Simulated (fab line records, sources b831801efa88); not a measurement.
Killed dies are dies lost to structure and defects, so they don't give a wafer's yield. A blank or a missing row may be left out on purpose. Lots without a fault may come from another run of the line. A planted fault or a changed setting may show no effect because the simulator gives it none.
A struck lot beside a sound one | flow sky130 | 17 steps out of a route of 708
Sound: wafers L224.2, L224.3, L224.6. Struck: wafers L236.4, L236.5, L236.6. The cause comes at the end.
At each step with rows: each side's tool, then ch and its chambers, then its first start. Under that, the readings that differ: sound wafers | struck wafers | difference of the means | sigmas: that difference in standard deviations of wafers without a fault.
alike: readings whose means differ by less than 2 such deviations, and words and numbers that are the same on both sides. not compared: withheld readings, readings that some wafer has no value for, bounds like >300 that may hide the same value, and numbers for which the record gives no deviation and whose values overlap.
The two part at a step that has a row with sigmas, a row that says differs or no value, or rows on one side only. Numbers that don't overlap but have no deviation are shown without sigmas and don't part them. A reading that every wafer of one side lacks parts them only if that side has two wafers or more.

first, 2 steps without rows for these wafers: SKY_NWELL_IMPLANT_12; SKY_NWELL_IMPLANT_13.
SKY_NWELL_STRIP_14: strips in O2/N2.
  sound on plasma_asher-04 ch 0,1, day 6 08:01; struck on plasma_asher-03 ch 0,1, day 9 12:32
  alike: drypump_motor_current_A, oes_product_au, strip_time_to_endpoint_s
  not compared: rf_hours_counter_h
SKY_NWELL_TW_MEAS_15:
  sound on film_metro-04, day 6 08:08; struck on film_metro-01, day 9 12:38
  alike: NWELL_TW
then, 7 steps without rows for these wafers: SKY_NWELL_DEHYDRATE_16 (time 60 s); SKY_NWELL_HMDS_17 (prime time 60 s); SKY_NWELL_COAT_18 (resist thk 3000 nm); SKY_NWELL_SOFTBAKE_19; SKY_NWELL_EXPOSE_20 (exposes mask NWM COMPLEMENT, target cd 840 nm); SKY_NWELL_PEB_21; SKY_NWELL_DEVELOP_22 (develop time 60 s).
SKY_NWELL_OVL_MEAS_23:
  sound on overlay-02, day 7 03:20; struck on overlay-01, day 10 12:06
  alike: NWELL_01_OVL
SKY_NWELL_IMPLANT_24:
  sound on implanter-01 ch 0, day 7 03:23; struck on implanter-01 ch 0, day 10 12:31
  alike: faraday_current_uA
SKY_NWELL_STRIP_25: strips in O2/N2.
  sound on plasma_asher-03 ch 0, day 7 03:31; struck on plasma_asher-03 ch 0,1, day 10 12:37
  alike: drypump_motor_current_A, oes_product_au, strip_time_to_endpoint_s
  not compared: rf_hours_counter_h
SKY_NWELL_TW_MEAS_26:
  sound on film_metro-02, day 7 03:38; struck on film_metro-01, day 10 12:43
  reading    | sound       | struck      | difference | sigmas
  NWELL_2_TW | 493 490 494 | 603 606 603 | +112       | +36
then, 1 step without rows for these wafers: SKY_NWELL_CLEAN_27 (cleans in SC1/SC2, time 150 s).
-- the record jumps here: 40 days lie between the struck wafers' starts before and after (it left off in module NWELL and takes up again in module PAD_OPEN, whose first step shown is number 708 of the route) --
SKY_PAD_OPEN_PROBE_99:
  sound on prober-01, day 47 15:17; struck on prober-01, day 50 07:51
  reading                                    | sound                        | struck                        | difference | sigmas
  killed_at_M4_up                            | 2 2 2                        | 8 8 3                         | +4         | +2
  model.etest.pfet_16v.r_on_ohm_um           | 1.5e+04 1.474e+04 1.487e+04  | 1.143e+04 1.118e+04 1.141e+04 | -3.530e+03 |
  model.etest.res_iso_pwell.rs_ohm_sq        | 2785 2637 2727               | 1832 1719 1849                | -916       |
  model.etest.res_pwell_under_gate.rs_ohm_sq | 2266 2271 2256               | 1427 1435 1438                | -831       |
  model.etest.nfet_16v.r_on_ohm_um           | 1.392e+04 1.394e+04 1.39e+04 | 1.468e+04 1.466e+04 1.482e+04 | +8.000e+02 |
  model.etest.res_iso_pwell.line_ohm_um      | 1049 1007 1025               | 682.7 635.5 687.1             | -358.6     |
  model.etest.tip_n_5v.rs_ohm_sq             | 1368 1380 1380               | 1468 1464 1484                | +96        |
  model.etest.res_nwell.width_nm (nm)        | 828.8 825.1 823.1            | 785.9 782.4 787.3             | -40.5      |
  model.etest.res_iso_pwell.width_nm (nm)    | 2651 2664 2645               | 2705 2698 2711                | +51        |
  alike: killed_at_M0_to_M3, killed_at_contacts, killed_at_front_end, killed_at_other, killed_dies, killed_open, killed_short

WHERE THEY PART
First at SKY_NWELL_TW_MEAS_26; last, within this record, at SKY_PAD_OPEN_PROBE_99.

WHY: what the simulator had put in
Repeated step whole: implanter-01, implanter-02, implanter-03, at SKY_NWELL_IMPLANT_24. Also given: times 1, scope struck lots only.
